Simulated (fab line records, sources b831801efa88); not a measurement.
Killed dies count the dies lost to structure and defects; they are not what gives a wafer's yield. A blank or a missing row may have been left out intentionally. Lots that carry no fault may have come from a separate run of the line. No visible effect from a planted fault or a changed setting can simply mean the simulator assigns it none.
Matching of chambers :: flow gf180mcu :: GF_MIM_CVD_05 on pecvd-01: 3 sister chambers
The step deposits Si3N4, target thk 42 nm, time 29.086 s. 3 wafers are shown with their chamber, then 6 later ones without.

WAFERS, EACH WITH ITS CHAMBER
wafer: L522.5
chamber: 2
heater power w (W): 587

wafer: L522.6
chamber: 0
heater power w (W): 616

wafer: L523.4
chamber: 1
heater power w (W): 663

WAFERS WHOSE CHAMBER IS MISSING
wafer: L523.5
heater power w (W): 598

wafer: L526.2
heater power w (W): 582

wafer: L526.3
heater power w (W): 675

wafer: L526.5
heater power w (W): 657

wafer: L527.2
heater power w (W): 688

wafer: L527.6
heater power w (W): 734

THE CHAMBER EACH PASSED THROUGH
wafer: L523.5
from the rows above: can't be placed: 2 or 0 or 1
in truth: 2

wafer: L526.2
from the rows above: can't be placed: 2 or 0
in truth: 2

wafer: L526.3
from the rows above: can't be placed: 1 or 0
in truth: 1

wafer: L526.5
from the rows above: can't be placed: 1 or 0
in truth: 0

wafer: L527.2
from the rows above: can't be placed: 1 or 0
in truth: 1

wafer: L527.6
from the rows above: can't be placed: 1 or 0
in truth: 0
Correctly placed: 0 of 6. From these rows, 6 cannot be placed; in 6 the true chamber is one of the candidates. Number placed wrongly: 0.
How it was worked out, from the rows above alone: a wafer's distance from a chamber is the root of the sum, over the readings, of the square of ((its reading less the chamber's mean) divided by the reading's scatter). The wafer belongs to the nearest chamber; if the next one is less than 2 further off, it can't be placed. The mean given for a chamber averages the wafers shown for that chamber. The scatter: root of mean squared gap, hidden wafer to nearest shown wafer, with one shown wafer a chamber.
